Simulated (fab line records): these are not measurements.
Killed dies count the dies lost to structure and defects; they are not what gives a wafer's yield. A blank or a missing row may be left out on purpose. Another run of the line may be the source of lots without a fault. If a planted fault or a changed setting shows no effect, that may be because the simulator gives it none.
Which of the tools did it?    flow gf180mcu    35 wafers from 12 lots sampled at 6 of the route's 602 steps

WHAT THE GAUGES READ, wafer by wafer
GF_STI_THK_MEAS_04. Usual: STI_CVD_03_THK gives 207.0 nm (standard deviation 1.9).
lot   measured     on             STI_CVD_03_THK (nm)  flag
L369  day 1 16:56  film-metro-01  206.9 207.3 209.2    
L370  day 1 19:33  film-metro-03  206.8 207.2 208.2    
L371  day 1 23:48  film-metro-03  205.5 206.0 205.8    
L372  day 2 05:07  film-metro-04  205.9 205.8 204.9    
L373  day 2 09:34  film-metro-01  209.0 210.2 209.2    
L374  day 2 14:52  film-metro-03  207.3 206.8 207.3    
L375  day 2 20:01  film-metro-03  209.7 209.4 206.7    
L383  day 4 13:28  film-metro-01  205.1 207.3          
L386  day 5 02:53  film-metro-03  208.7 210.4 208.3    
L388  day 5 14:44  film-metro-01  203.7 203.4 206.0    
L389  day 5 19:23  film-metro-04  210.1 209.3 210.5    
L392  day 6 08:34  film-metro-01  204.3 206.4 204.5    

GF_LVPWELL_TW_MEAS_11. Usual: LVPWELL_TW gives 559 (standard deviation 3.4).
lot   measured     on             LVPWELL_TW   flag
L369  day 3 22:55  film-metro-04  556 556 555  
L370  day 4 01:59  film-metro-02  561 558 562  
L371  day 4 07:55  film-metro-04  554 556 559  
L372  day 4 14:13  film-metro-04  557 557 555  
L373  day 4 18:22  film-metro-04  557 559 553  
L374  day 5 01:38  film-metro-01  563 570 567  
L375  day 5 05:25  film-metro-02  561 561 563  
L383  day 7 06:50  film-metro-04  555 576      
L386  day 7 20:36  film-metro-02  559 558 556  
L388  day 8 10:52  film-metro-02  557 560 562  
L389  day 8 13:39  film-metro-02  561 558 557  
L392  day 9 05:07  film-metro-02  560 558 556  

GF_VT_IMPLANT_RS_MEAS_48: a four-point-probe measurement. Usual: LVPWELL_RS gives 1196 ohm/sq (standard deviation 3.2).
lot   measured      on             LVPWELL_RS (ohm/sq)  flag
L369  day 7 12:37   film-metro-04  1194 1197 1196       
L370  day 7 18:21   film-metro-04  1190 1195 1193       
L371  day 8 01:55   film-metro-04  1196 1199 1198       
L372  day 8 07:37   film-metro-01  1193 1193 1189       
L373  day 8 11:28   film-metro-04  1191 1190 1191       
L374  day 8 22:01   film-metro-01  1198 1197 1197       
L375  day 9 03:26   film-metro-01  1199 1201 1200       
L383  day 11 12:29  film-metro-04  1196 1124            OFF
L386  day 12 06:59  film-metro-01  1199 1199 1204       
L388  day 12 23:34  film-metro-02  1198 1197 1198       
L389  day 13 03:22  film-metro-01  1197 1197 1199       
L392  day 13 21:44  film-metro-04  1194 1197 1195       

GF_DUAL_GATE_THK_MEAS_03. Usual: DUAL_GATE_OXIDATION_00_THK gives 10.76 nm (standard deviation 0.18).
lot   measured      on             DUAL_GATE_OXIDATION_00_THK (nm)  flag
L369  day 7 15:51   film-metro-01  10.73 10.80 10.73                
L370  day 7 20:15   film-metro-03  10.97 11.07 10.97                
L371  day 8 04:58   film-metro-03  10.65 10.89 10.59                
L372  day 8 10:57   film-metro-01  10.70 10.86 10.86                
L373  day 8 13:44   film-metro-03  10.49 10.62 10.43                
L374  day 9 00:29   film-metro-03  10.86 10.77 10.88                
L375  day 9 06:23   film-metro-01  10.73 10.97 10.96                
L383  day 11 14:22  film-metro-03  10.88 10.85                      
L386  day 12 09:38  film-metro-04  10.92 10.83 11.00                
L388  day 13 01:26  film-metro-04  10.75 10.68 10.97                
L389  day 13 05:14  film-metro-03  10.97 10.82 10.91                
L392  day 14 01:07  film-metro-01  10.74 10.76 11.02                

GF_HV_LDD_OVL_MEAS_08. Usual: HV_LDD_OVL gives 1.4 nm (standard deviation 1.7).
lot   measured      on          HV_LDD_OVL (nm)  flag
L369  day 10 01:11  overlay-02  2.6 2.7 3.2      
L370  day 10 04:08  overlay-01  -2.1 -2.5 -1.3   
L371  day 10 11:20  overlay-02  3.5 2.8 3.4      
L372  day 10 20:35  overlay-01  1.4 0.0 0.1      
L373  day 10 21:34  overlay-01  2.1 3.1 1.3      
L374  day 11 09:43  overlay-01  -1.2 -0.9 -0.4   
L375  day 11 16:40  overlay-01  3.0 3.4 2.9      
L383  day 14 08:29  overlay-02  3.0 3.4          
L386  day 15 04:41  overlay-02  0.9 2.0 1.0      
L388  day 15 19:05  overlay-01  0.8 0.8 0.8      
L389  day 16 03:47  overlay-01  1.0 1.9 1.6      
L392  day 17 00:08  overlay-02  0.6 0.9 1.4      

TOOL THAT RAN EACH LOT (tool first, then ch and the chambers of the sampled wafers, then the start)
lot   GF_LVPWELL_IMPLANT_08
L369  implanter-02 ch 0, day 3 22:32
L370  implanter-01 ch 0, day 4 01:35
L371  implanter-02 ch 0, day 4 07:31
L372  implanter-02 ch 0, day 4 13:50
L373  implanter-02 ch 0, day 4 17:58
L374  implanter-02 ch 0, day 5 01:16
L375  implanter-02 ch 0, day 5 05:01
L383  implanter-02 ch 0, day 7 06:26
L386  implanter-01 ch 0, day 7 20:14
L388  implanter-01 ch 0, day 8 10:27
L389  implanter-04 ch 0, day 8 13:15
L392  implanter-01 ch 0, day 9 04:44
- GF_LVPWELL_IMPLANT_08

AS READ BY THE TOOLS THEMSELVES (means over the sampled wafers that have a number; for cases with no such wafer, the mark the record gives instead)
GF_LVPWELL_IMPLANT_08. Usual: beam-on-s 10.01 s, standard deviation 0.19; dose-ions-cm2 1.4999e+13, standard deviation 1.6e+10; faraday-current-uA 84.5, standard deviation 1.6.
lot   tool          beam-on-s (s)  dose-ions-cm2  faraday-current-uA  flag
L369  implanter-02  10.04          1.5013e+13     84.0                
L370  implanter-01  10.03          1.4992e+13     84.4                
L371  implanter-02  10.00          1.5000e+13     84.6                
L372  implanter-02  10.08          1.4995e+13     83.7                
L373  implanter-02  9.87           1.4999e+13     85.6                
L374  implanter-02  10.36          1.5001e+13     81.6                
L375  implanter-02  10.22          1.5019e+13     82.7                
L383  implanter-02  10.59          1.5012e+13     80.2                OFF
L386  implanter-01  9.81           1.4987e+13     86.3                
L388  implanter-01  10.03          1.4995e+13     84.4                
L389  implanter-04  9.91           1.5015e+13     85.7                
L392  implanter-01  10.06          1.4985e+13     84.0                

THE ANSWER, worked out from the rows above alone
Rule: a lot counts as off when the mean over its wafers that have a number is more than 3 standard deviations away from the usual mean. A lot without any number at a reading at which 4 lots or more have one is off too. All remaining lots with rows at the step are treated as sound. Order of review: gauges by route order, followed by the tools' own readings, for which a lot's mean as printed above is used. At the first step where some lot is off, the reading lying furthest off is the one used; lots without a number count as furthest.
Off: L383, at GF_VT_IMPLANT_RS_MEAS_48 (LVPWELL_RS).
A tool fits if, at a process step before that reading, it ran every lot that is off, and no sound lot after the first of them. Not tried: the gauges at GF_VT_IMPLANT_RS_MEAS_48; whatever is off there is also off at GF_LVPWELL_IMPLANT_08, on other tools, and gauge error can't account for it. One fits: GF_LVPWELL_IMPLANT_08 on implanter-02. Its last sound lot is L375 (day 5 05:01), its first lot that is off L383 (day 7 06:26): a fault that began between those two fits.

WHAT WAS PUT IN BY THE SIMULATOR
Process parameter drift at GF_LVPWELL_IMPLANT_08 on implanter-02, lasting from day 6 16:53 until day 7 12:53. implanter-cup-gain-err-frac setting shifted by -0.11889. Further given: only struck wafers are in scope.
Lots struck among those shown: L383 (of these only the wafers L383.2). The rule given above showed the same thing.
